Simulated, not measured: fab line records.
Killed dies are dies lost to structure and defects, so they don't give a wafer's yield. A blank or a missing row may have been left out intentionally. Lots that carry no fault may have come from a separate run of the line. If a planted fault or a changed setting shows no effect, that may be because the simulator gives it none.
Which tool was responsible? -- flow sky130 -- Sampling: 11 lots, 33 wafers, 4 of 708 route steps

WHAT EACH GAUGE READ, for each wafer
SKY_METAL3_CD_MEAS_13: the cd target is 300 nm.
lot,measured,on,cdNm (nm)
L456,day 40 10:27,cdSem-02,299.4 299.4 300.8
L464,day 41 04:34,cdSem-01,298.5 299.2 297.7
L465,day 41 06:24,cdSem-01,299.3 300.9 299.4
L468,day 41 12:05,cdSem-02,300.9 302.0 302.7
L467,day 41 12:46,cdSem-02,304.0 301.2 303.7
L469,day 46 05:20,cdSem-02,302.7 300.9 301.6
L471,day 46 20:58,cdSem-02,301.9 301.3 300.9
L476,day 46 21:30,cdSem-02,300.5 301.1 301.3
L478,day 46 23:58,cdSem-01,299.3 300.4 298.9
L477,day 47 00:27,cdSem-02,299.2 299.5 299.7
L474,day 47 01:15,cdSem-01,301.9 302.1 300.7

SKY_VIA3_THK_MEAS_01.
lot,measured,on,VIA3_HDPCVD_THK (nm)
L456,day 40 11:41,filmMetro-02,1651 1644 1671
L464,day 41 05:48,filmMetro-03,1631 1645 1675
L465,day 41 07:38,filmMetro-03,1609 1609 1645
L468,day 41 13:19,filmMetro-02,1500 1637 1467
L467,day 41 14:00,filmMetro-04,1638 1630 1493
L469,day 46 06:35,filmMetro-04,1614 1627 1642
L471,day 46 22:16,filmMetro-03,1639 1660 1654
L476,day 46 22:43,filmMetro-04,1625 1625 1645
L478,day 47 01:13,filmMetro-02,1628 1602 1629
L477,day 47 01:41,filmMetro-03,1652 1621 1649
L474,day 47 02:29,filmMetro-04,1628 1637 1627

EACH LOT AND THE TOOL THAT RAN IT (in order: tool; ch and the chambers of the sampled wafers; start)
lot,SKY_METAL3_SPUTTER_04,SKY_VIA3_HDPCVD_00
L456,"pvdSputter-01, day 38 06:30","hdpcvd-02 ch 0,1,2, day 40 11:32"
L464,"pvdSputter-02, day 39 01:10","hdpcvd-02 ch 0,1,2, day 41 05:37"
L465,"pvdSputter-03, day 39 03:50","hdpcvd-01 ch 0,1,2, day 41 07:28"
L468,"pvdSputter-02, day 39 07:38","hdpcvd-02 ch 0,1,2, day 41 13:07"
L467,"pvdSputter-03, day 39 08:25","hdpcvd-02 ch 1,2, day 41 13:49"
L469,"pvdSputter-02, day 44 06:28","hdpcvd-02 ch 0,2, day 46 06:25"
L471,"pvdSputter-02, day 44 23:49","hdpcvd-02 ch 0,2, day 46 22:05"
L476,"pvdSputter-01, day 45 01:21","hdpcvd-02 ch 0,1,2, day 46 22:36"
L478,"pvdSputter-02, day 45 03:53","hdpcvd-02 ch 1,2, day 47 01:02"
L477,"pvdSputter-03, day 45 04:47","hdpcvd-02 ch 1,2, day 47 01:31"
L474,"pvdSputter-03, day 45 05:29","hdpcvd-01 ch 1,2, day 47 02:19"
- SKY_METAL3_SPUTTER_04: material TiN, target thk 70 nm, time 58.3 s.
- SKY_VIA3_HDPCVD_00: deposits SiO2, target thk 1635 nm, time 272.5 s.

WHAT THE TOOLS THEMSELVES READ (means of the sampled wafers that have a number; where no wafer has one, the mark that the record gives instead)
SKY_METAL3_SPUTTER_04.
lot,tool,throttleValvePct (%)
L456,pvdSputter-01,28.8
L464,pvdSputter-02,29.7
L465,pvdSputter-03,29.7
L468,pvdSputter-02,30.1
L467,pvdSputter-03,29.6
L469,pvdSputter-02,29.7
L471,pvdSputter-02,29.7
L476,pvdSputter-01,28.7
L478,pvdSputter-02,29.8
L477,pvdSputter-03,29.1
L474,pvdSputter-03,29.2

SKY_VIA3_HDPCVD_00.
lot,tool,runLengthS (s)
L456,hdpcvd-02,300.2
L464,hdpcvd-02,300.3
L465,hdpcvd-01,300.0
L468,hdpcvd-02,286.0
L467,hdpcvd-02,293.1
L469,hdpcvd-02,299.8
L471,hdpcvd-02,300.0
L476,hdpcvd-02,300.2
L478,hdpcvd-02,300.2
L477,hdpcvd-02,300.2
L474,hdpcvd-01,299.9

THE ANSWER, worked out from the rows above alone
Rule: what is usual is taken from the lots themselves. The widest of any qualifying gaps counts: lots, ordered by their means at a reading, are off when they make up no more than a third of the lots, leave a main group of 4 or more, and stand apart from it by 3 or more times the standard deviation of that group's means. Not used: any main group whose means are identical at the precision the tables above print for the reading. Also off: a lot with no number at a reading for which 4 or more lots have one. All remaining lots with rows at the step are treated as sound. Order of review: gauges by route order, followed by the tools' own readings, for which a lot's mean as printed above is used. At the first step where some lot is off, the reading lying furthest off is the one used; lots without a number count as furthest.
Off: L468, L467 (SKY_VIA3_HDPCVD_00, runLengthS). Main group: mean 300.1 s, sd 0.16.
A tool fits if, at that step or a process step before it, it ran every lot that is off, and no sound lot after the first of them. Of those tried, none fits.

WHAT THE SIMULATOR HAD PUT IN
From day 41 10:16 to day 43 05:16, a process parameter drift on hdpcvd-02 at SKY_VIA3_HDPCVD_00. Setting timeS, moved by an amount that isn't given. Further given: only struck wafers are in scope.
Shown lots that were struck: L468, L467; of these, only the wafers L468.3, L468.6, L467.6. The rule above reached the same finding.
